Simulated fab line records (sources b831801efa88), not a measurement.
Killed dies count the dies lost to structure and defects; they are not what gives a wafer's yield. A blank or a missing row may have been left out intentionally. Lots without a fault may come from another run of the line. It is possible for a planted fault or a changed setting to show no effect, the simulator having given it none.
Matching of chambers / flow gf180mcu / 4 sister chambers for GF_V1_CMP_04 on cmp-02
The step polishes SiO2. 16 wafers are shown with their chamber, then 8 later ones without.

## WAFERS PAIRED WITH THEIR CHAMBERS
wafer=L512.1; chamber=3; motorCurrentA (A)=13.0; timeToEndpointS (s)=84
wafer=L512.5; chamber=0; motorCurrentA (A)=11.3; timeToEndpointS (s)=102
wafer=L512.6; chamber=1; motorCurrentA (A)=9.3; timeToEndpointS (s)=94
wafer=L513.2; chamber=3; motorCurrentA (A)=12.5; timeToEndpointS (s)=82
wafer=L513.3; chamber=0; motorCurrentA (A)=10.9; timeToEndpointS (s)=79
wafer=L513.5; chamber=1; motorCurrentA (A)=9.8; timeToEndpointS (s)=95
wafer=L518.3; chamber=0; motorCurrentA (A)=11.6; timeToEndpointS (s)=87
wafer=L518.4; chamber=1; motorCurrentA (A)=10.1; timeToEndpointS (s)=92
wafer=L518.6; chamber=1; motorCurrentA (A)=9.8; timeToEndpointS (s)=95
wafer=L521.2; chamber=0; motorCurrentA (A)=11.2; timeToEndpointS (s)=79
wafer=L521.4; chamber=3; motorCurrentA (A)=12.6; timeToEndpointS (s)=91
wafer=L521.5; chamber=2; motorCurrentA (A)=13.2; timeToEndpointS (s)=79
wafer=L523.1; chamber=3; motorCurrentA (A)=13.7; timeToEndpointS (s)=76
wafer=L523.2; chamber=0; motorCurrentA (A)=11.0; timeToEndpointS (s)=86
wafer=L523.4; chamber=2; motorCurrentA (A)=13.9; timeToEndpointS (s)=81
wafer=L526.2; chamber=2; motorCurrentA (A)=13.2; timeToEndpointS (s)=80

SIGNATURES, as means of the wafers listed above
reading=motorCurrentA; chamber 0=11.200; chamber 1=9.750; chamber 2=13.433; chamber 3=12.950; scatter within a chamber=0.392
reading=timeToEndpointS; chamber 0=86.60; chamber 1=94.00; chamber 2=80.00; chamber 3=83.25; scatter within a chamber=6.3
Rule: distance of a wafer from a chamber = root of the sum over the readings of ((wafer's reading minus chamber's mean) / reading's scatter) squared. If the next closest chamber is less than 2 further off than the closest, the wafer can't be placed; otherwise it belongs to the closest. How the scatter is found: for the shown wafers, subtract from each reading the mean of its chamber, square and add these, divide the total by (wafers less chambers), then take the root.

## WAFERS WITH NO CHAMBER GIVEN
wafer=L526.4; motorCurrentA (A)=10.9; timeToEndpointS (s)=89
wafer=L526.6; motorCurrentA (A)=12.8; timeToEndpointS (s)=79
wafer=L530.3; motorCurrentA (A)=12.8; timeToEndpointS (s)=83
wafer=L530.5; motorCurrentA (A)=13.6; timeToEndpointS (s)=88
wafer=L530.6; motorCurrentA (A)=13.3; timeToEndpointS (s)=88
wafer=L529.2; motorCurrentA (A)=14.1; timeToEndpointS (s)=72
wafer=L529.5; motorCurrentA (A)=11.1; timeToEndpointS (s)=86
wafer=L529.6; motorCurrentA (A)=9.8; timeToEndpointS (s)=78

## WHICH CHAMBER EACH ONE RAN IN
wafer=L526.4; from the rows above=0; in truth=0
wafer=L526.6; from the rows above=can't be placed: 3 or 2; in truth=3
wafer=L530.3; from the rows above=can't be placed: 3 or 2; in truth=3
wafer=L530.5; from the rows above=can't be placed: 2 or 3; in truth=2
wafer=L530.6; from the rows above=can't be placed: 3 or 2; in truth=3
wafer=L529.2; from the rows above=can't be placed: 2 or 3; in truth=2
wafer=L529.5; from the rows above=0; in truth=0
wafer=L529.6; from the rows above=can't be placed: 1 or 0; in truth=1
Correctly placed: 2 of 8. Not placeable from these rows: 6 (in 6, the candidates include the true chamber). Number placed wrongly: 0.
